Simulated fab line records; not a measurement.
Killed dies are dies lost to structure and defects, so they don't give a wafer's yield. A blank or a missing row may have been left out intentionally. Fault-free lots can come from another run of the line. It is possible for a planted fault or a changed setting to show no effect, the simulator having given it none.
Struck lot and sound lot, side by side -- flow sky130 -- 15 steps out of a route of 708
Sound: the wafers L988.2, L988.3, L988.5. Struck: wafers L997.2, L997.3, L997.5. The cause comes at the end.
Per side, at each step with rows, come the tool, then ch with its chambers, and then its first start. Under that, the readings that differ: sound wafers -- struck wafers -- difference of the means -- sigmas: that difference in standard deviations of wafers without a fault.
alike: words and numbers the same on both sides, and readings whose means are apart by under 2 such deviations; not compared: readings that were withheld, readings missing a value for some wafer, numbers with overlapping values and no deviation given by the record, and bounds like >300 which may hide the same value.
A row with sigmas, a row that says differs or no value, or rows on one side alone: a step with any of these is where the two part. When numbers do not overlap yet have no deviation, they are printed without sigmas and do not part them. Lack of a reading on every wafer of one side parts them only where that side has two or more wafers.

SKY_POLY_GATE_THK_MEAS_21:
  struck on film-metro-02, day 22 12:05; sound on film-metro-03, day 19 11:12
  alike: POLY_GATE_OXIDATION_THK
SKY_POLY_GATE_CD_MEAS_22:
  struck on cd-sem-02, day 22 12:10; sound on cd-sem-02, day 19 11:17
  alike: cd-nm
then, 7 steps without rows for these wafers: SKY_LDD_N_DEHYDRATE_00 (time 60 s); SKY_LDD_N_HMDS_01 (prime time 60 s); SKY_LDD_N_COAT_02 (resist thk 300 nm); SKY_LDD_N_SOFTBAKE_03 (time 60 s); SKY_LDD_N_EXPOSE_04 (exposes mask NTM, target cd 840 nm); SKY_LDD_N_PEB_05; SKY_LDD_N_DEVELOP_06 (develop time 60 s).
SKY_LDD_N_OVL_MEAS_07:
  struck on overlay-01, day 23 18:16; sound on overlay-01, day 20 17:14
  alike: LDD_N_OVL
then, 2 steps without rows for these wafers: SKY_LDD_N_IMPLANT_08; SKY_LDD_N_IMPLANT_09.
SKY_LDD_N_IMPLANT_10:
  sound on implanter-04 ch 0, day 20 17:36; struck on implanter-02 ch 0, day 23 18:37
reading,sound,struck,difference,sigmas
dose-ions-cm2,7.496e+13 7.51e+13 7.494e+13,7.315e+13 7.32e+13 7.308e+13,-1.857e+12,-21
following that, these wafers have no rows for 1 step: SKY_LDD_N_IMPLANT_11.
-- here the record skips 26 days between the struck wafers' starts before and after, leaving off in module LDD_N and picking up in module PAD_OPEN (first step shown: number 708 of the route) --
SKY_PAD_OPEN_PROBE_99:
  struck on prober-01, day 49 20:38; sound on prober-01, day 48 00:49
  alike: killed_at_M0_to_M3, killed_at_M4_up, killed-at-contacts, killed-at-front-end, killed-at-other, killed-dies, killed-open, killed-short

## WHERE THEY PART
SKY_LDD_N_IMPLANT_10 only, going by this record. Later steps at which nothing parts them and some readings are alike: SKY_PAD_OPEN_PROBE_99.

WHY: whatever the simulator had introduced
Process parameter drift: implanter-02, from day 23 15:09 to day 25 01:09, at SKY_LDD_N_IMPLANT_10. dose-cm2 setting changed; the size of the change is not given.
